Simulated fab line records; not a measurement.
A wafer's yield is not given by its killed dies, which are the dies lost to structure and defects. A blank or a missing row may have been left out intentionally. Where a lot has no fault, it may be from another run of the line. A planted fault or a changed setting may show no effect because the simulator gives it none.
What tool caused it?    flow gf180mcu    13 lots with 39 wafers sampled at 3 steps, on a route of 602 steps

WHAT EACH GAUGE READ, for each wafer
GF_MIM_THK_MEAS_06. Usual: for MIM_CVD_05_THK the level is 41.8 nm and the standard deviation is 0.58.
lot   measured      on             MIM_CVD_05_THK (nm)  flag
L570  day 25 03:47  film metro-01  42.5 41.3 42.3       
L572  day 25 23:58  film metro-02  41.4 41.3 42.3       
L571  day 26 01:34  film metro-02  41.1 41.7 41.4       
L573  day 26 11:35  film metro-03  42.2 42.6 42.5       
L575  day 27 03:38  film metro-03  41.0 41.1 42.0       
L576  day 27 06:07  film metro-02  41.1 41.4 42.0       
L577  day 27 17:16  film metro-03  43.1 42.7 43.3       
L579  day 28 09:13  film metro-02  42.0 42.0 42.8       
L582  day 29 04:03  film metro-01  41.4 41.2 41.7       
L583  day 29 12:01  film metro-02  41.8 41.5 42.5       
L584  day 29 17:17  film metro-03  42.4 41.9 42.5       
L586  day 30 03:41  film metro-03  41.2 41.4 41.7       
L588  day 30 18:38  film metro-02  41.3 40.9 41.8       

WHICH TOOL RAN EACH LOT (tool, then ch and the chambers of the sampled wafers, then the start)
lot   GF_M3_SPUTTER_03              GF_MIM_SPUTTER_02
L570  pvd sputter-02, day 21 02:45  pvd sputter-03, day 25 03:40
L572  pvd sputter-04, day 22 01:58  pvd sputter-04, day 25 23:50
L571  pvd sputter-02, day 22 02:19  pvd sputter-04, day 26 01:26
L573  pvd sputter-04, day 22 14:43  pvd sputter-03, day 26 11:28
L575  pvd sputter-04, day 23 06:19  pvd sputter-03, day 27 03:31
L576  pvd sputter-04, day 23 10:04  pvd sputter-03, day 27 05:58
L577  pvd sputter-02, day 23 22:37  pvd sputter-02, day 27 17:07
L579  pvd sputter-02, day 24 16:18  pvd sputter-04, day 28 09:05
L582  pvd sputter-04, day 25 11:40  pvd sputter-04, day 29 03:55
L583  pvd sputter-04, day 25 22:10  pvd sputter-02, day 29 11:52
L584  pvd sputter-02, day 26 01:50  pvd sputter-03, day 29 17:07
L586  pvd sputter-04, day 26 14:40  pvd sputter-03, day 30 03:34
L588  pvd sputter-04, day 27 07:20  pvd sputter-03, day 30 18:31
- GF_M3_SPUTTER_03: material Ti, target thk 10 nm, time 6.7 s.
- GF_MIM_SPUTTER_02: material AlCu, target thk 450 nm, time 23.9 s.

WHAT THE TOOLS THEMSELVES READ (means of the sampled wafers that have a number; where no wafer has one, the mark that the record gives instead)
GF_M3_SPUTTER_03. Usual: throttle valve pct at 30.0 %, with a standard deviation of 1.3.
lot   tool            throttle valve pct (%)  flag
L570  pvd sputter-02  31.2                    
L572  pvd sputter-04  30.2                    
L571  pvd sputter-02  31.1                    
L573  pvd sputter-04  29.9                    
L575  pvd sputter-04  30.2                    
L576  pvd sputter-04  29.4                    
L577  pvd sputter-02  30.5                    
L579  pvd sputter-02  30.9                    
L582  pvd sputter-04  30.3                    
L583  pvd sputter-04  29.1                    
L584  pvd sputter-02  31.1                    
L586  pvd sputter-04  29.5                    
L588  pvd sputter-04  29.1                    

GF_MIM_SPUTTER_02. Usual: throttle valve pct at 30.0 %, with a standard deviation of 1.2.
lot   tool            throttle valve pct (%)  flag
L570  pvd sputter-03  29.8                    
L572  pvd sputter-04  29.1                    
L571  pvd sputter-04  30.2                    
L573  pvd sputter-03  30.5                    
L575  pvd sputter-03  30.0                    
L576  pvd sputter-03  30.5                    
L577  pvd sputter-02  30.9                    
L579  pvd sputter-04  28.6                    
L582  pvd sputter-04  30.4                    
L583  pvd sputter-02  31.0                    
L584  pvd sputter-03  29.9                    
L586  pvd sputter-03  29.8                    
L588  pvd sputter-03  29.9                    

THE ANSWER, worked out from the rows above alone
Rule: take the mean of a lot's wafers that have a number; if it is more than 3 standard deviations from the usual mean, the lot is off. A lot without any number at a reading at which 4 lots or more have one is off too. The other lots that the step has rows for count as sound. The gauges are gone through in route order, then the tools' own readings, and for those a lot's mean is taken as printed above. At the first step where some lot is off, the reading lying furthest off is the one used; lots without a number count as furthest.
No lot is off at any reading shown: from this, nothing can be told.

WHAT THE SIMULATOR PUT IN
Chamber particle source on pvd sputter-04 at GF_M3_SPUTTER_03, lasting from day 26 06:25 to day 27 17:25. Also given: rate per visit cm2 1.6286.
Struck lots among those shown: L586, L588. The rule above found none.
